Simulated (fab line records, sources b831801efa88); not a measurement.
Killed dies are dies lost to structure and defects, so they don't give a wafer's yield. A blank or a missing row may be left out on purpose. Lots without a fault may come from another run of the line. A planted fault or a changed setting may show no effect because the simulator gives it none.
fab line records | flow sky130
record lots=11 wafers=31 last_day=50
route steps=708 shown LI_CONTACT@375 METAL1@434 METAL4@600 PAD_OPEN@708
lots that met no fault: from a run of the same line without faults
start_h: hours from the record's first day to the start of the lot's first wafer shown | wait_h: hours since the lot's step before | " the same as in the row above | L1.1+2: a row that stands for several wafers | - no value, or no start given | * or withheld: withheld | < > ~ a bound
route shown NAME@n: a module of which the file shows steps, and the number in the route of the first | usual: mean/standard deviation of fault-free wafers | same: alike in all rows | chamber/n: place in a boat | sites: the reading at each site | _std_site: their standard deviation | _edge_site: outer sites' mean less inner sites' | radius_mm: how far each site lies from the wafer's centre | mask NAME#n: copy n | behind: the tool/chamber that last shaped the wafer | hold: why the lot was held/for how many hours/how that ended | device: the transistor (n, p or np) that didn't switch | end of line: the same wafers' tests at the end of the route | a step without rows: its recipe alone | killed: dies lost to structure and defects at the first sort, not the wafer's yield | map: a wafer's dies, x killed, . not, _ none there
set.NAME: the setting as run; set.NAME@STEP: as run at that earlier step | model.NAME: the simulator's own value behind a step, which no gauge read
steps of the route over a sample of lots; a table a step, a row a wafer
services: from which hour (start_h, from the record's first day; less than 0 if before it) a tool's chamber was out of use, for how many hours, and why
## steps
# step SKY_LI_CONTACT_OVL_MEAS_13
# usual LI_CONTACT_OVL=-4/4.7
# columns lot.wafer tool chamber start_h wait_h LI_CONTACT_OVL[nm]
L531.1 overlay-01 - 689.82 0.1 -6
L531.4 " - " " -8
L531.5 " - " " -10
L532.1 overlay-01 - 701.12 0.1 -9
L532.3 " - " " -5
L532.5 " - " " -7
L533.2 overlay-02 - 707.49 0.1 -12
L533.4 " - " " -7
L533.6 " - " " -13
L534.2 overlay-02 - 723.96 0.1 -6
L534.4 " - " " -8
L534.6 " - " " -5
L536.4 overlay-02 - 744.21 0.1 5
L536.5 " - " " 3
L536.6 " - " " 1
L537.2 overlay-02 - 752.94 0.1 -4
L537.3 " - " " 1
L537.6 " - " " -4
L539.1 overlay-02 - 762.73 0.1 -2
L539.3 " - " " -1
L539.5 " - " " 1
L540.2 overlay-02 - 766.74 0.1 1
L540.3 " - " " -5
L540.5 " - " " -11
L541.1 overlay-02 - 779.17 0.1 -3
L541.2 " - " " -9
L541.6 " - " " -3
L545.2 overlay-02 - 803.89 0.1 -9
L545.6 " - " " -3
L550.5 overlay-02 - 839.90 0.0 4
L550.6 " - " " -5
# step SKY_LI_CONTACT_SPUTTER_20
# recipe material=TiN target_thk_nm=20 chamber_pressure_pa=5 power_w=4000 time_s=80
# usual cathode_dc_power_W=4000.1/0.77 throttle_valve_pct=30.4/1.1
# columns lot.wafer tool chamber start_h wait_h cathode_dc_power_W throttle_valve_pct
L531.1 pvd_sputter-02 - 690.36 0.0 3999.4 29.8
L531.4 " - " " 3999.6 31.3
L531.5 " - " " 4001.3 31.2
L532.1 pvd_sputter-01 - 701.66 0.0 4000.9 30.7
L532.3 " - " " 3999.8 30.0
L532.5 " - " " 4000.0 30.7
L533.2 pvd_sputter-02 - 708.02 0.0 3999.8 31.2
L533.4 " - " " 3999.9 29.5
L533.6 " - " " 4001.2 29.0
L534.2 pvd_sputter-02 - 724.49 0.0 4001.4 28.8
L534.4 " - " " 4001.1 29.9
L534.6 " - " " 4000.4 31.4
L536.4 pvd_sputter-02 - 744.72 0.0 4000.7 28.8
L536.5 " - " " 3999.3 30.1
L536.6 " - " " 4000.3 29.8
L537.2 pvd_sputter-01 - 753.47 0.0 4000.4 31.0
L537.3 " - " " 4000.0 29.2
L537.6 " - " " 4001.4 29.4
L539.1 pvd_sputter-01 - 763.27 0.0 3999.8 32.0
L539.3 " - " " 4000.2 30.9
L539.5 " - " " 3999.9 29.7
L540.2 pvd_sputter-02 - 767.28 0.0 4001.3 30.1
L540.3 " - " " 4001.8 29.9
L540.5 " - " " 3999.8 31.5
L541.1 pvd_sputter-01 - 779.70 0.0 4000.2 32.2
L541.2 " - " " 4000.0 29.3
L541.6 " - " " 4000.5 32.3
L545.2 pvd_sputter-01 - 804.42 0.0 3999.5 30.8
L545.6 " - " " 4000.0 29.9
L550.5 pvd_sputter-01 - 840.44 0.0 3999.9 29.4
L550.6 " - " " 4000.4 30.7
# step SKY_METAL1_SPUTTER_00
# recipe material=Ti target_thk_nm=15 power_w=3000 time_s=10 chamber_pressure_pa=0.4
# usual cathode_dc_power_W=3000.0/0.54 throttle_valve_pct=30.2/0.89
# columns lot.wafer tool chamber start_h wait_h cathode_dc_power_W throttle_valve_pct
L531.1 pvd_sputter-03 - 750.58 0.1 3000.0 30.4
L531.4 " - " " 3000.3 29.9
L531.5 " - " " 2999.2 30.3
L532.1 pvd_sputter-02 - 759.92 0.2 3000.6 29.6
L532.3 " - " " 3000.0 31.2
L532.5 " - " " 2999.7 29.6
L533.2 pvd_sputter-03 - 767.72 0.1 2999.5 29.9
L533.4 " - " " 2999.5 32.0
L533.6 " - " " 2999.3 30.2
L534.2 pvd_sputter-04 - 782.21 0.2 3000.2 29.3
L534.4 " - " " 3000.7 30.3
L534.6 " - " " 2999.9 29.3
L536.4 pvd_sputter-02 - 802.02 0.1 3000.8 28.9
L536.5 " - " " 2999.8 31.5
L536.6 " - " " 2999.6 28.8
L537.2 pvd_sputter-04 - 810.64 0.2 2999.6 29.6
L537.3 " - " " 3000.2 29.9
L537.6 " - " " 3000.5 30.7
L539.1 pvd_sputter-02 - 820.09 0.2 3000.7 28.8
L539.3 " - " " 3000.4 29.7
L539.5 " - " " 3000.4 29.6
L540.2 pvd_sputter-04 - 824.40 0.2 2998.9 30.1
L540.3 " - " " 3000.6 30.6
L540.5 " - " " 2999.3 30.5
L541.1 pvd_sputter-02 - 836.73 0.2 2999.2 31.3
L541.2 " - " " 2999.6 29.6
L541.6 " - " " 3000.1 28.7
L545.2 pvd_sputter-04 - 861.08 0.2 3000.0 30.3
L545.6 " - " " 2999.6 29.4
L550.5 pvd_sputter-02 - 897.01 0.0 2998.9 31.3
L550.6 " - " " 2999.9 30.2
# step SKY_METAL4_SPUTTER_02
# recipe material=AlCu target_thk_nm=735 power_w=10600 time_s=39.1 chamber_pressure_pa=0.4
# usual cathode_dc_power_W=10600/2 throttle_valve_pct=30.7/1
# columns lot.wafer tool chamber start_h wait_h cathode_dc_power_W throttle_valve_pct
L531.1 pvd_sputter-03 - 942.76 0.0 10599 32.0
L531.4 " - " " 10600 32.0
L531.5 " - " " 10602 30.5
L532.1 pvd_sputter-03 - 951.48 0.0 10603 32.0
L532.3 " - " " 10600 32.0
L532.5 " - " " 10603 30.0
L533.2 pvd_sputter-03 - 959.92 0.0 10604 30.2
L533.4 " - " " 10601 32.1
L533.6 " - " " 10601 32.4
L534.2 pvd_sputter-03 - 971.55 0.0 10597 30.1
L534.4 " - " " 10601 32.0
L534.6 " - " " 10600 30.0
L536.4 pvd_sputter-03 - 989.88 0.0 10600 30.1
L536.5 " - " " 10600 30.2
L536.6 " - " " 10599 32.3
L537.2 pvd_sputter-04 - 998.73 0.0 10600 29.5
L537.3 " - " " 10599 29.7
L537.6 " - " " 10600 30.4
L539.1 pvd_sputter-04 - 1005.79 0.0 10600 29.3
L539.3 " - " " 10603 29.9
L539.5 " - " " 10597 30.7
L540.2 pvd_sputter-04 - 1010.21 0.0 10597 30.1
L540.3 " - " " 10600 30.4
L540.5 " - " " 10601 30.5
L541.1 pvd_sputter-04 - 1021.72 0.0 10603 30.9
L541.2 " - " " 10596 30.3
L541.6 " - " " 10602 30.6
L545.2 pvd_sputter-03 - 1050.63 0.0 10598 30.2
L545.6 " - " " 10600 32.2
L550.5 pvd_sputter-03 - 1073.39 0.0 10598 32.0
L550.6 " - " " 10598 30.4
# step SKY_METAL4_METAL_ETCH_18
# recipe target_depth_a=8450 stop_on=SiO2 over_etch_frac=0.3 time_s=183.1 chemistry=Cl2/BCl3 resist_sidewall_deg=88 pressure_mtorr=10 icp_w=900 bias_w=48.5 Cl2_flow_sccm=60 bcl3_flow_sccm=30
# usual drypump_motor_current_A=5.70/0.27 he_backside_leak_sccm=3.31/0.23 oes_product_au=0.865/0.0071 throttle_valve_pct=22.263/0.01
# columns lot.wafer tool chamber start_h wait_h drypump_motor_current_A he_backside_leak_sccm oes_product_au rf_hours_counter_h throttle_valve_pct
L531.1 rie_metal-04 1 992.27 0.0 5.62 3.70 0.868 16 22.249
L531.4 " 0 " " 5.60 3.30 0.860 - 22.266
L531.5 " 0 " " 5.60 3.21 0.870 - 22.274
L532.1 rie_metal-04 1 1000.76 0.0 5.61 3.67 0.862 16 22.264
L532.3 " 1 " " 5.58 3.38 0.864 - 22.266
L532.5 " 1 " " 5.59 3.53 0.860 - 22.278
L533.2 rie_metal-04 1 1008.32 0.0 5.63 3.35 0.865 17 22.269
L533.4 " 0 " " 5.62 3.23 0.863 - 22.261
L533.6 " 0 " " 5.62 3.28 0.860 - 22.257
L534.2 rie_metal-04 1 1019.19 0.0 5.62 3.53 0.864 17 22.271
L534.4 " 1 " " 5.62 3.67 0.872 - 22.279
L534.6 " 1 " " 5.61 3.64 0.864 - 22.254
L536.4 rie_metal-04 0 1037.22 0.1 5.60 3.33 0.861 - 22.264
L536.5 " 1 " " 5.63 3.55 0.852 - 22.258
L536.6 " 0 " " 5.60 3.37 0.852 - 22.273
L537.2 rie_metal-03 0 1046.24 0.0 6.07 3.20 0.859 20 22.256
L537.3 " 1 " " 5.92 3.34 0.860 - 22.258
L537.6 " 1 " " 5.91 3.30 0.865 - 22.260
L539.1 rie_metal-04 0 1051.71 0.0 5.60 3.23 0.878 18 22.266
L539.3 " 0 " " 5.60 3.56 0.873 - 22.275
L539.5 " 0 " " 5.58 3.20 0.866 - 22.284
L540.2 rie_metal-01 0 1057.49 0.0 5.23 3.35 0.859 6 22.245
L540.3 " 1 " " 5.90 3.02 0.862 - 22.268
L540.5 " 1 " " 5.91 3.24 0.867 - 22.261
L541.1 rie_metal-04 1 1069.11 0.0 5.62 3.57 0.850 19 22.255
L541.2 " 0 " " 5.60 3.17 0.851 19 22.262
L541.6 " 1 " " 5.62 3.46 0.851 - 22.270
L545.2 rie_metal-03 0 1087.78 0.0 6.07 3.10 0.953 23 22.236
L545.6 " 0 " " 6.06 3.18 0.856 - 22.267
L550.5 rie_metal-04 0 1116.10 0.2 5.62 3.41 0.947 - 22.277
L550.6 " 0 " " 5.59 3.37 0.872 - 22.277
# step SKY_PAD_OPEN_PROBE_99
# usual defect_limited_yield=82.5/2 killed_at_M0_to_M3=44/7 killed_at_M4_up=3.0/1.7 killed_at_contacts=24/5.2 killed_at_front_end=15/4.8 killed_at_other=0.2/0.56 killed_dies=86/9.7 killed_on_rim=17/4.1 killed_open=47/7.1 killed_short=39/6.3 sort_bin_3_pad_short=0.9/0.4 sort_bin_5_function=10.3/1.6 sort_bin_6_memory=6.3/1.2 sort_n_pass=406/9.7 sort_yield_pct=82.5/2
# same gross_dies=492 killed_at_back_side=0 sort_bin_4_leakage[%]=0 sort_bin_8_speed[%]=0
# columns lot.wafer tool chamber start_h wait_h hold defect_limited_yield[%] killed_at_M0_to_M3 killed_at_M4_up killed_at_contacts killed_at_front_end killed_at_other killed_dies killed_on_rim killed_open killed_short sort_bin_3_pad_short[%] sort_bin_5_function[%] sort_bin_6_memory[%] sort_n_pass sort_yield_pct[%]
L531.1 prober-01 - 1088.22 0.1 - 82.7 46 3 27 9 0 85 18 44 41 1.4 8.9 6.9 407 82.7
L531.4 prober-01 - 1088.37 0.2 - 83.5 36 3 26 16 0 81 20 46 34 0.8 10.2 5.5 411 83.5
L531.5 prober-01 - 1088.42 0.2 - 84.8 31 5 27 12 0 75 18 44 31 0.8 8.9 5.5 417 84.8
L532.1 prober-01 - 1097.44 0.1 - 82.5 44 0 28 14 0 86 21 41 45 1.0 9.1 7.3 406 82.5
L532.3 prober-01 - 1097.54 0.2 - 81.3 51 3 23 15 0 92 16 57 35 1.4 8.7 8.5 400 81.3
L532.5 prober-01 - 1097.64 0.2 - 82.3 42 4 23 18 0 87 20 48 39 0.6 10.4 6.7 405 82.3
L533.2 prober-02 - 1102.80 0.1 - 83.3 35 4 25 18 0 82 18 47 35 0.2 10.8 5.7 410 83.3
L533.4 prober-02 - 1102.90 0.2 - 86.6 37 6 14 9 0 66 14 31 35 1.2 6.7 5.5 426 86.6
L533.6 prober-02 - 1103.00 0.2 - 85.2 38 5 19 11 0 73 14 33 39 0.6 7.9 6.3 419 85.2
L534.2 prober-01 - 1112.09 0.1 - 79.3 45 7 24 26 0 102 22 52 50 1.2 11.6 7.9 390 79.3
L534.4 prober-01 - 1112.19 0.2 - 81.7 50 2 20 18 0 90 20 47 43 1.0 10.8 6.5 402 81.7
L534.6 prober-01 - 1112.29 0.2 - 85.0 42 1 22 9 0 74 17 43 31 0.6 8.7 5.7 418 85.0
L536.4 prober-02 - 1128.03 0.2 - 82.3 44 2 32 9 0 87 18 53 34 0.6 11.2 5.9 405 82.3
L536.5 prober-02 - 1128.08 0.2 - 82.1 50 2 29 7 0 88 21 51 37 0.4 10.8 6.7 404 82.1
L536.6 prober-02 - 1128.13 0.2 - 80.9 55 4 21 14 0 94 25 50 43 0.8 11.6 6.7 398 80.9
L537.2 prober-02 - 1137.34 0.1 - 83.5 43 1 24 13 0 81 15 53 28 0.2 10.0 6.3 411 83.5
L537.3 prober-02 - 1137.39 0.2 - 85.2 45 2 18 8 0 73 11 41 32 0.8 8.9 5.1 419 85.2
L537.6 prober-02 - 1137.54 0.2 - 83.3 37 5 23 17 0 82 15 51 31 0.4 9.8 6.5 410 83.3
L539.1 prober-02 - 1141.12 0.1 - 82.7 46 4 23 12 0 85 17 39 46 1.2 11.2 4.9 407 82.7
L539.3 prober-02 - 1141.22 0.2 - 80.7 44 8 21 22 0 95 22 48 46 1.0 9.1 9.1 397 80.7
L539.5 prober-02 - 1141.32 0.2 - 85.8 34 4 25 7 0 70 17 37 33 1.2 6.7 6.3 422 85.8
L540.2 prober-01 - 1144.82 0.1 - 84.6 47 0 20 9 0 76 13 42 32 1.0 9.1 5.3 416 84.6
L540.3 prober-01 - 1144.87 0.2 - 84.1 30 2 30 16 0 78 12 41 37 0.2 10.8 4.9 414 84.1
L540.5 prober-01 - 1144.97 0.2 - 82.9 47 1 22 14 0 84 15 42 42 0.6 8.9 7.5 408 82.9
L541.1 prober-02 - 1155.19 0.1 - 80.7 47 5 32 11 0 95 20 56 39 1.2 11.2 6.9 397 80.7
L541.2 prober-02 - 1155.24 0.1 - 81.3 51 3 25 11 2 92 14 56 34 0.4 11.6 6.7 400 81.3
L541.6 prober-02 - 1155.44 0.2 - 81.5 47 5 29 8 2 91 20 54 37 0.8 10.0 7.7 401 81.5
L545.2 prober-01 - 1170.74 0.1 - 82.3 44 3 25 15 0 87 16 42 45 0.8 9.8 7.1 405 82.3
L545.6 prober-01 - 1170.94 0.2 - 84.3 46 2 17 12 0 77 17 41 36 0.6 9.6 5.5 415 84.3
L550.5 prober-02 - 1194.15 0.2 await_dispo/4.9h/release 82.3 37 3 29 18 0 87 17 48 39 1.0 10.2 6.5 405 82.3
L550.6 prober-02 - 1194.20 0.2 await_dispo/4.9h/release 80.9 47 3 24 20 0 94 13 63 31 0.8 11.6 6.7 398 80.9
# killed by level:class
L531.1 LI_CONTACT:geometric_particle:open=8 VIA1:geometric_particle:open=8 VIA2:geometric_particle:open=7 CONTACT:geometric_particle:open=6 VIA1:geometric_particle:short=6 LOCAL_INTERCONNECT:geometric_particle:short=5 METAL1:geometric_particle:short=5 VIA3:geometric_particle:open=5
L531.4 CONTACT:geometric_particle:open=11 VIA1:geometric_particle:open=11 POLY_GATE:geometric_particle:short=7 VIA3:geometric_particle:open=7 LI_CONTACT:geometric_particle:open=6 POLY_GATE:geometric_particle:open=5 METAL3:geometric_particle:short=5 VIA2:geometric_particle:open=3
L531.5 CONTACT:geometric_particle:open=11 VIA1:geometric_particle:open=8 LI_CONTACT:geometric_particle:open=7 VIA2:geometric_particle:open=6 FIELD_ISO:geometric_particle:short=4 LOCAL_INTERCONNECT:geometric_particle:short=4 VIA3:geometric_particle:open=4 FIELD_ISO:geometric_particle:open=3
L532.1 VIA1:geometric_particle:short=12 VIA1:geometric_particle:open=10 CONTACT:geometric_particle:open=8 LI_CONTACT:geometric_particle:open=6 VIA2:geometric_particle:open=6 LOCAL_INTERCONNECT:geometric_particle:short=5 CONTACT:geometric_particle:short=5 FIELD_ISO:geometric_particle:short=4
L532.3 VIA1:geometric_particle:open=14 CONTACT:geometric_particle:open=8 VIA3:geometric_particle:open=8 METAL3:geometric_particle:short=6 VIA2:geometric_particle:open=6 FIELD_ISO:geometric_particle:open=5 LI_CONTACT:geometric_particle:open=5 LI_CONTACT:geometric_particle:short=5
L532.5 CONTACT:geometric_particle:open=13 VIA1:geometric_particle:open=13 METAL2:geometric_particle:short=9 LI_CONTACT:geometric_particle:open=6 FIELD_ISO:geometric_particle:open=5 METAL1:geometric_particle:short=5 VIA1:geometric_particle:short=5 FIELD_ISO:geometric_particle:short=4
L533.2 CONTACT:geometric_particle:open=12 VIA3:geometric_particle:open=6 LI_CONTACT:geometric_particle:open=6 METAL1:geometric_particle:short=6 VIA1:geometric_particle:open=5 METAL2:geometric_particle:short=5 FIELD_ISO:geometric_particle:open=4 VIA1:geometric_particle:short=4
L533.4 VIA2:geometric_particle:open=7 CONTACT:geometric_particle:open=6 METAL2:geometric_particle:short=6 METAL4:geometric_particle:short=6 FIELD_ISO:geometric_particle:short=4 LI_CONTACT:geometric_particle:open=4 VIA1:geometric_particle:short=4 VIA1:geometric_particle:open=4
L533.6 VIA2:geometric_particle:open=9 METAL2:geometric_particle:short=8 CONTACT:geometric_particle:open=6 VIA1:geometric_particle:open=5 FIELD_ISO:geometric_particle:short=4 VIA3:geometric_particle:open=4 CONTACT:geometric_particle:short=4 LI_CONTACT:geometric_particle:short=3
L534.2 CONTACT:geometric_particle:open=10 FIELD_ISO:geometric_particle:open=8 VIA1:geometric_particle:short=7 METAL2:geometric_particle:short=7 CONTACT:geometric_particle:short=5 METAL1:geometric_particle:short=5 VIA1:geometric_particle:open=5 VIA3:geometric_particle:open=5
L534.4 VIA1:geometric_particle:open=10 VIA3:geometric_particle:open=10 METAL1:geometric_particle:short=8 FIELD_ISO:geometric_particle:open=6 CONTACT:geometric_particle:open=6 FIELD_ISO:geometric_particle:short=5 LI_CONTACT:geometric_particle:short=4 CONTACT:geometric_particle:short=4
L534.6 VIA3:geometric_particle:open=9 VIA1:geometric_particle:open=9 CONTACT:geometric_particle:open=8 METAL1:geometric_particle:short=5 VIA2:geometric_particle:open=5 FIELD_ISO:geometric_particle:open=4 CONTACT:geometric_particle:short=4 LOCAL_INTERCONNECT:geometric_particle:short=3
L536.4 CONTACT:geometric_particle:open=11 VIA1:geometric_particle:open=11 VIA3:geometric_particle:open=7 LI_CONTACT:geometric_particle:open=6 VIA1:geometric_particle:short=6 LI_CONTACT:geometric_particle:short=5 LOCAL_INTERCONNECT:geometric_particle:short=5 METAL1:geometric_particle:short=5
L536.5 VIA1:geometric_particle:open=13 LI_CONTACT:geometric_particle:open=10 CONTACT:geometric_particle:open=8 VIA1:geometric_particle:short=8 VIA3:geometric_particle:open=7 LOCAL_INTERCONNECT:geometric_particle:short=5 VIA2:geometric_particle:short=5 VIA2:geometric_particle:open=5
L536.6 VIA3:geometric_particle:open=11 VIA1:geometric_particle:open=11 VIA2:geometric_particle:open=7 CONTACT:geometric_particle:open=6 METAL1:geometric_particle:short=6 FIELD_ISO:geometric_particle:open=5 FIELD_ISO:geometric_particle:short=5 LI_CONTACT:geometric_particle:short=4
L537.2 CONTACT:geometric_particle:open=13 VIA1:geometric_particle:open=11 VIA2:geometric_particle:open=9 VIA3:geometric_particle:open=5 FIELD_ISO:geometric_particle:short=4 LI_CONTACT:geometric_particle:open=4 VIA1:geometric_particle:short=4 METAL2:geometric_particle:open=4
L537.3 VIA1:geometric_particle:open=12 VIA3:geometric_particle:open=10 LI_CONTACT:geometric_particle:open=6 VIA1:geometric_particle:short=6 VIA2:geometric_particle:open=5 CONTACT:geometric_particle:open=4 LI_CONTACT:geometric_particle:short=3 CONTACT:geometric_particle:short=3
L537.6 VIA3:geometric_particle:open=11 CONTACT:geometric_particle:open=9 VIA1:geometric_particle:open=7 LI_CONTACT:geometric_particle:open=6 VIA2:geometric_particle:open=5 FIELD_ISO:geometric_particle:open=4 POLY_GATE:geometric_particle:short=4 LI_CONTACT:geometric_particle:short=4
L539.1 VIA2:geometric_particle:open=11 METAL1:geometric_particle:short=10 VIA1:geometric_particle:short=7 LOCAL_INTERCONNECT:geometric_particle:short=6 LI_CONTACT:geometric_particle:open=5 FIELD_ISO:geometric_particle:open=4 CONTACT:geometric_particle:open=4 LI_CONTACT:geometric_particle:short=4
L539.3 VIA1:geometric_particle:open=12 FIELD_ISO:geometric_particle:short=10 CONTACT:geometric_particle:open=9 VIA3:geometric_particle:open=7 METAL4:geometric_particle:short=6 VIA1:geometric_particle:short=5 CONTACT:geometric_particle:short=4 VIA2:geometric_particle:open=4
L539.5 METAL1:geometric_particle:short=8 VIA1:geometric_particle:open=8 CONTACT:geometric_particle:short=7 CONTACT:geometric_particle:open=7 LI_CONTACT:geometric_particle:open=5 VIA2:geometric_particle:open=5 METAL4:geometric_particle:short=4 SPACER:geometric_particle:open=3
L540.2 VIA1:geometric_particle:open=15 CONTACT:geometric_particle:open=7 METAL1:geometric_particle:short=5 VIA2:geometric_particle:open=5 VIA2:geometric_particle:short=5 CONTACT:geometric_particle:short=4 LOCAL_INTERCONNECT:geometric_particle:short=4 LI_CONTACT:geometric_particle:open=3
L540.3 LI_CONTACT:geometric_particle:open=10 LI_CONTACT:geometric_particle:short=7 VIA1:geometric_particle:open=7 FIELD_ISO:geometric_particle:open=6 FIELD_ISO:geometric_particle:short=6 CONTACT:geometric_particle:open=6 VIA3:geometric_particle:open=5 VIA2:geometric_particle:short=5
L540.5 CONTACT:geometric_particle:open=10 METAL2:geometric_particle:short=10 VIA3:geometric_particle:open=9 VIA1:geometric_particle:open=8 VIA2:geometric_particle:open=7 LI_CONTACT:geometric_particle:open=4 VIA1:geometric_particle:short=4 FIELD_ISO:geometric_particle:open=3
L541.1 VIA1:geometric_particle:open=13 CONTACT:geometric_particle:open=11 VIA3:geometric_particle:open=8 LI_CONTACT:geometric_particle:open=8 VIA3:geometric_particle:short=7 VIA2:geometric_particle:open=7 LOCAL_INTERCONNECT:geometric_particle:short=6 VIA1:geometric_particle:short=5
L541.2 VIA1:geometric_particle:open=13 CONTACT:geometric_particle:open=12 VIA3:geometric_particle:open=9 VIA1:geometric_particle:short=7 VIA2:geometric_particle:open=7 LI_CONTACT:geometric_particle:open=5 LOCAL_INTERCONNECT:geometric_particle:short=5 METAL1:geometric_particle:short=4
L541.6 VIA1:geometric_particle:open=13 CONTACT:geometric_particle:open=10 LI_CONTACT:geometric_particle:open=8 VIA3:geometric_particle:open=7 VIA2:geometric_particle:short=7 METAL1:geometric_particle:short=6 CONTACT:geometric_particle:short=5 FIELD_ISO:geometric_particle:open=4
L545.2 VIA1:geometric_particle:open=11 CONTACT:geometric_particle:open=8 METAL1:geometric_particle:short=7 FIELD_ISO:geometric_particle:short=6 LI_CONTACT:geometric_particle:short=6 LI_CONTACT:geometric_particle:open=5 METAL2:geometric_particle:short=5 CONTACT:geometric_particle:short=4
L545.6 METAL2:geometric_particle:short=10 METAL1:geometric_particle:short=8 VIA1:geometric_particle:open=8 CONTACT:geometric_particle:open=7 VIA2:geometric_particle:open=6 LI_CONTACT:geometric_particle:open=4 METAL1:geometric_particle:open=4 VIA1:geometric_particle:short=4
L550.5 VIA1:geometric_particle:open=11 CONTACT:geometric_particle:open=10 FIELD_ISO:geometric_particle:open=8 LOCAL_INTERCONNECT:geometric_particle:short=6 VIA2:geometric_particle:open=6 LI_CONTACT:geometric_particle:open=5 POLY_GATE:geometric_particle:short=4 LI_CONTACT:geometric_particle:short=4
L550.6 VIA1:geometric_particle:open=13 VIA2:geometric_particle:open=11 LI_CONTACT:geometric_particle:open=9 CONTACT:geometric_particle:open=9 FIELD_ISO:geometric_particle:open=7 FIELD_ISO:geometric_particle:short=6 VIA2:geometric_particle:short=5 VIA3:geometric_particle:open=5
## services
# columns tool chamber start_h hours kind
pvd_sputter-03 - 702.02 2.2 repair
rie_metal-03 - 705.46 14.6 pm
pvd_sputter-04 - 729.79 3.8 repair
pvd_sputter-04 - 752.41 1.8 repair
pvd_sputter-03 - 753.10 0.8 repair
pvd_sputter-01 - 754.63 6.9 repair
pvd_sputter-03 - 773.69 4.9 repair
rie_metal-04 - 791.00 2.8 pm
rie_metal-03 - 816.32 1.4 pm
pvd_sputter-01 - 901.78 2.0 repair
pvd_sputter-04 - 904.16 0.9 repair
rie_metal-03 0 906.95 2.2 repair
rie_metal-04 0 908.29 1.8 repair
pvd_sputter-01 - 918.80 6.6 repair
rie_metal-04 0 923.60 20.7 repair
rie_metal-03 - 958.19 2.8 pm
rie_metal-04 - 959.22 4.3 pm
pvd_sputter-04 - 963.20 8.8 repair
rie_metal-03 - 981.81 0.2 repair
pvd_sputter-04 - 992.93 1.3 repair
rie_metal-04 - 1008.66 1.3 repair
rie_metal-04 1 1042.70 9.7 repair
pvd_sputter-04 - 1066.53 0.6 repair
rie_metal-04 1 1110.79 17.1 repair
## key
first_sign step=SKY_METAL4_METAL_ETCH_18 reading=oes_product_au direction=up sigmas=12 usual=0.865 struck=0.950
effect none on later readings
met_at SKY_METAL4_SPUTTER_02
struck_lots L545,L550
struck_wafers L545.2,L550.5
not_acting_at SKY_LI_CONTACT_OVL_MEAS_13,SKY_LI_CONTACT_SPUTTER_20,SKY_METAL1_SPUTTER_00
onset_between 989.88 1050.63
earlier_fault kind=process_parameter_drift tool=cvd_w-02 chamber=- onset_h=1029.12 steps=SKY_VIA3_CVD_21 channel=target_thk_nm offset=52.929 shape=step end_h=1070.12 scope=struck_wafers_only acts_in=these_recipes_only stated=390
fault kind=process_parameter_drift tool=pvd_sputter-03 chamber=- onset_h=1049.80 steps=SKY_METAL4_SPUTTER_02 channel=time_s offset=* shape=step end_h=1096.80 scope=struck_wafers_only acts_in=* stated=*
